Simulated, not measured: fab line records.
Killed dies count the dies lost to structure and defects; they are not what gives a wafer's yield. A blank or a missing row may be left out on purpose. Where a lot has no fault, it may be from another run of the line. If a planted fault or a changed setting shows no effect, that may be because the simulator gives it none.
Which of the tools did it? | flow gf180mcu | 15 lots, 45 wafers sampled, at 6 steps of a route of 602

== WHAT THE GAUGES SHOWED, per wafer ==
GF_HV_LDD_CD_MEAS_46 targets a cd of 400 nm.
lot  | measured     | on        | cd nm (nm)
L352 | day 12 21:21 | cd sem-01 | 399.7 399.6 401.0
L353 | day 13 01:28 | cd sem-01 | 402.2 401.0 403.4
L354 | day 13 10:55 | cd sem-02 | 403.6 404.2 402.1
L355 | day 13 23:01 | cd sem-02 | 402.1 400.3 400.5
L356 | day 14 03:21 | cd sem-02 | 399.3 400.2 399.0
L359 | day 15 02:05 | cd sem-01 | 393.6 392.8 393.4
L360 | day 15 06:57 | cd sem-02 | 399.8 398.9 402.1
L363 | day 16 10:35 | cd sem-02 | 397.9 399.6 398.7
L364 | day 16 20:40 | cd sem-02 | 402.5 401.7 398.3
L365 | day 17 06:07 | cd sem-01 | 399.8 399.4 398.3
L367 | day 18 01:43 | cd sem-01 | 396.7 398.0 399.3
L371 | day 19 05:01 | cd sem-01 | 398.2 397.9 397.5
L372 | day 19 11:30 | cd sem-01 | 398.5 397.9 400.1
L373 | day 19 23:59 | cd sem-01 | 402.7 401.0 402.4
L374 | day 20 06:12 | cd sem-01 | 399.9 399.2 400.6

GF_NSD_CD_MEAS_07 targets a cd of 400 nm.
lot  | measured     | on        | cd nm (nm)
L352 | day 13 20:41 | cd sem-02 | 399.4 402.7 401.6
L353 | day 14 00:32 | cd sem-02 | 396.1 399.1 399.5
L354 | day 14 10:11 | cd sem-02 | 404.7 402.8 402.7
L355 | day 14 23:23 | cd sem-02 | 398.7 399.2 400.6
L356 | day 15 03:18 | cd sem-02 | 400.6 400.2 400.8
L359 | day 16 02:38 | cd sem-02 | 398.4 397.1 398.3
L360 | day 16 07:30 | cd sem-01 | 400.4 401.6 400.9
L363 | day 17 13:31 | cd sem-01 | 402.0 400.7 402.0
L364 | day 17 23:32 | cd sem-01 | 399.6 399.0 398.9
L365 | day 18 08:34 | cd sem-01 | 401.2 400.4 401.6
L367 | day 19 05:26 | cd sem-01 | 401.8 402.8 399.8
L371 | day 20 08:31 | cd sem-02 | 399.9 398.3 398.8
L372 | day 20 14:31 | cd sem-01 | 400.1 399.4 398.9
L373 | day 21 03:58 | cd sem-02 | 401.3 400.9 400.6
L374 | day 21 09:52 | cd sem-01 | 399.5 398.5 399.0

GF_PSD_RS_MEAS_14: the measuring method here is four-point-probe.
lot  | measured     | on            | NSD_RS (ohm/sq)
L352 | day 14 17:47 | film metro-04 | 46.04 46.05 46.09
L353 | day 14 22:07 | film metro-03 | 46.26 46.20 46.14
L354 | day 15 08:19 | film metro-04 | 46.10 46.17 46.06
L355 | day 15 22:17 | film metro-03 | 46.11 46.18 46.16
L356 | day 16 01:51 | film metro-03 | 46.14 46.11 46.21
L359 | day 17 02:10 | film metro-02 | 46.14 45.99 46.19
L360 | day 17 07:05 | film metro-02 | 46.19 46.27 46.24
L363 | day 18 14:16 | film metro-04 | 41.94 41.98 42.00
L364 | day 19 01:10 | film metro-03 | 41.94 41.90 41.90
L365 | day 19 10:29 | film metro-03 | 42.07 41.96 42.04
L367 | day 20 06:37 | film metro-03 | 46.22 46.18 46.09
L371 | day 21 09:35 | film metro-02 | 46.12 46.15 46.20
L372 | day 21 16:11 | film metro-03 | 46.24 46.19 46.24
L373 | day 22 04:26 | film metro-04 | 46.07 46.03 46.08
L374 | day 22 11:08 | film metro-03 | 46.20 46.12 46.21

GF_PSD_RS_MEAS_15: the measuring method here is four-point-probe.
lot  | measured     | on            | PSD_RS (ohm/sq)
L352 | day 14 17:54 | film metro-04 | 108.2 107.8 108.3
L353 | day 14 22:14 | film metro-03 | 109.3 108.7 108.5
L354 | day 15 08:26 | film metro-04 | 108.5 108.4 108.9
L355 | day 15 22:25 | film metro-03 | 108.4 108.5 108.7
L356 | day 16 01:58 | film metro-03 | 108.9 108.9 109.0
L359 | day 17 02:17 | film metro-02 | 108.5 108.0 108.3
L360 | day 17 07:12 | film metro-02 | 108.7 108.8 109.2
L363 | day 18 14:23 | film metro-04 | 97.0 97.2 97.0
L364 | day 19 01:17 | film metro-03 | 96.6 96.7 96.8
L365 | day 19 10:36 | film metro-03 | 96.7 97.0 97.2
L367 | day 20 06:44 | film metro-03 | 108.7 108.3 108.3
L371 | day 21 09:42 | film metro-02 | 108.5 108.5 109.2
L372 | day 21 16:18 | film metro-03 | 109.0 109.1 108.7
L373 | day 22 04:33 | film metro-04 | 108.1 108.1 108.4
L374 | day 22 11:16 | film metro-03 | 108.8 109.0 108.5

GF_SAB_OVL_MEAS_10.
lot  | measured     | on         | SAB_OVL (nm)
L352 | day 15 15:20 | overlay-02 | -1.1 0.5 -0.6
L353 | day 15 19:57 | overlay-02 | -0.4 -1.9 -0.8
L354 | day 16 06:10 | overlay-01 | -3.0 -0.1 -0.4
L355 | day 16 21:28 | overlay-01 | 0.9 -0.5 1.9
L356 | day 17 00:13 | overlay-01 | 2.0 -0.9 0.1
L359 | day 18 02:07 | overlay-01 | 0.6 1.6 -0.8
L360 | day 18 06:12 | overlay-02 | 0.4 2.6 0.2
L363 | day 19 15:24 | overlay-01 | 2.9 0.9 2.7
L364 | day 20 02:16 | overlay-01 | -0.6 -1.9 0.1
L365 | day 20 11:16 | overlay-01 | 2.3 1.4 0.4
L367 | day 21 06:39 | overlay-02 | -1.6 -1.7 -2.3
L371 | day 22 09:25 | overlay-01 | 2.7 1.1 1.3
L372 | day 22 16:04 | overlay-02 | -0.7 0.2 0.5
L373 | day 23 03:28 | overlay-02 | -1.6 -1.2 0.9
L374 | day 23 10:07 | overlay-01 | 0.2 -1.1 0.5

== EACH LOT AND THE TOOL THAT RAN IT (in order: tool; ch and the chambers of the sampled wafers; start) ==
lot  | GF_PSD_RTA_13
L352 | rtp anneal-01 ch 0, day 14 17:41
L353 | rtp anneal-02 ch 0, day 14 22:02
L354 | rtp anneal-02 ch 0, day 15 08:13
L355 | rtp anneal-02 ch 0, day 15 22:11
L356 | rtp anneal-01 ch 0, day 16 01:46
L359 | rtp anneal-01 ch 0, day 17 02:04
L360 | rtp anneal-02 ch 0, day 17 07:00
L363 | rtp anneal-01 ch 0, day 18 14:11
L364 | rtp anneal-01 ch 0, day 19 01:05
L365 | rtp anneal-01 ch 0, day 19 10:23
L367 | rtp anneal-02 ch 0, day 20 06:31
L371 | rtp anneal-02 ch 0, day 21 09:29
L372 | rtp anneal-02 ch 0, day 21 16:05
L373 | rtp anneal-01 ch 0, day 22 04:16
L374 | rtp anneal-01 ch 0, day 22 10:51
- GF_PSD_RTA_13: time 20 s.

== WHAT THE TOOLS THEMSELVES READ (means of the sampled wafers that have a number; where no wafer has one, the mark that the record gives instead) ==
GF_PSD_RTA_13.
lot  | tool          | lamp power pct (%) | wafer_temp_C_max
L352 | rtp anneal-01 | 34.1               | 1029.9
L353 | rtp anneal-02 | 30.9               | 1030.7
L354 | rtp anneal-02 | 30.9               | 1031.0
L355 | rtp anneal-02 | 30.9               | 1030.1
L356 | rtp anneal-01 | 34.1               | 1028.1
L359 | rtp anneal-01 | 34.2               | 1029.3
L360 | rtp anneal-02 | 31.0               | 1031.6
L363 | rtp anneal-01 | 36.8               | 1057.8
L364 | rtp anneal-01 | 36.8               | 1057.5
L365 | rtp anneal-01 | 36.8               | 1058.7
L367 | rtp anneal-02 | 30.9               | 1031.3
L371 | rtp anneal-02 | 30.9               | 1032.8
L372 | rtp anneal-02 | 30.9               | 1031.3
L373 | rtp anneal-01 | 34.1               | 1028.8
L374 | rtp anneal-01 | 34.2               | 1029.2

== THE ANSWER, worked out from the rows above alone ==
Rule: the lots themselves supply what counts as usual. The widest of any qualifying gaps counts: lots, ordered by their means at a reading, are off when they make up no more than a third of the lots, leave a main group of 4 or more, and stand apart from it by 3 or more times the standard deviation of that group's means. The tables above print the reading to a certain number of digits; a main group whose means all agree to those digits is not used. A lot without any number at a reading at which 4 lots or more have one is off too. Where the step has rows for the other lots, those lots are counted as sound. The gauges are gone through in route order, then the tools' own readings, and for those a lot's mean is taken as printed above. The first step at which some lot is off is used, and at that step the reading that is off furthest; a lot without a number counts as furthest.
Off: L363, L364, L365, seen at GF_PSD_RS_MEAS_14 (NSD_RS). The main group has a mean of 46.15 ohm/sq with a standard deviation of 0.054.
If a tool, at a process step before that reading, ran all the lots that are off and no sound lot after the first of them, it fits. Not tried: the gauges at GF_PSD_RS_MEAS_14; whatever is off there is also off at GF_PSD_RTA_13, on other tools, and gauge error can't account for it. No candidate that was tried fits.

== WHAT THE SIMULATOR HAD INSERTED ==
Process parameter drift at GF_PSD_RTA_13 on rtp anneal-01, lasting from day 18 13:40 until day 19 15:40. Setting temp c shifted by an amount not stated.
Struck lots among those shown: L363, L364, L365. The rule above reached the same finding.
